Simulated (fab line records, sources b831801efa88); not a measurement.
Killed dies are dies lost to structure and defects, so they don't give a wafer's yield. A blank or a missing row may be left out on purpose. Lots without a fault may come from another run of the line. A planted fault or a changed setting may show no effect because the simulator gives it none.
Which tool did it? | flow gf180mcu | 7 lots, 21 wafers sampled, at 1 step of a route of 602

WHAT THE GAUGES READ, wafer by wafer
GF_V5_THK_MEAS_03.
lot  | measured     | on            | V5_CVD_02_THK (nm)
L404 | day 26 19:32 | film_metro-04 | 1429 1422 1453
L408 | day 28 03:10 | film_metro-04 | 1431 1423 1437
L410 | day 28 16:16 | film_metro-01 | 1429 1458 1448
L414 | day 30 03:55 | film_metro-04 | 1431 1463 1478
L417 | day 30 21:24 | film_metro-03 | 1421 1465 1453
L421 | day 31 20:12 | film_metro-01 | 1467 1467 1500
L424 | day 32 11:47 | film_metro-04 | 1430 1443 1443

WHICH TOOL RAN EACH LOT (tool, then ch and the chambers of the sampled wafers, then the start)
The record holds no process step before these readings.

THE ANSWER, worked out from the rows above alone
Rule: what is usual is taken from the lots themselves. Put in order of their means at a reading, lots are off if they are a third of the lots or fewer, leave a main group of 4 or more, and stand apart from it by a gap of 3 or more times the standard deviation of the main group's means; of several such gaps the widest counts. A main group whose means are all the same, to the digits that the tables above print for the reading, isn't used. A lot without any number at a reading at which 4 lots or more have one is off too. The other lots that the step has rows for count as sound.
No lot is off at any reading shown: from this, nothing can be told.

WHAT THE SIMULATOR HAD PUT IN
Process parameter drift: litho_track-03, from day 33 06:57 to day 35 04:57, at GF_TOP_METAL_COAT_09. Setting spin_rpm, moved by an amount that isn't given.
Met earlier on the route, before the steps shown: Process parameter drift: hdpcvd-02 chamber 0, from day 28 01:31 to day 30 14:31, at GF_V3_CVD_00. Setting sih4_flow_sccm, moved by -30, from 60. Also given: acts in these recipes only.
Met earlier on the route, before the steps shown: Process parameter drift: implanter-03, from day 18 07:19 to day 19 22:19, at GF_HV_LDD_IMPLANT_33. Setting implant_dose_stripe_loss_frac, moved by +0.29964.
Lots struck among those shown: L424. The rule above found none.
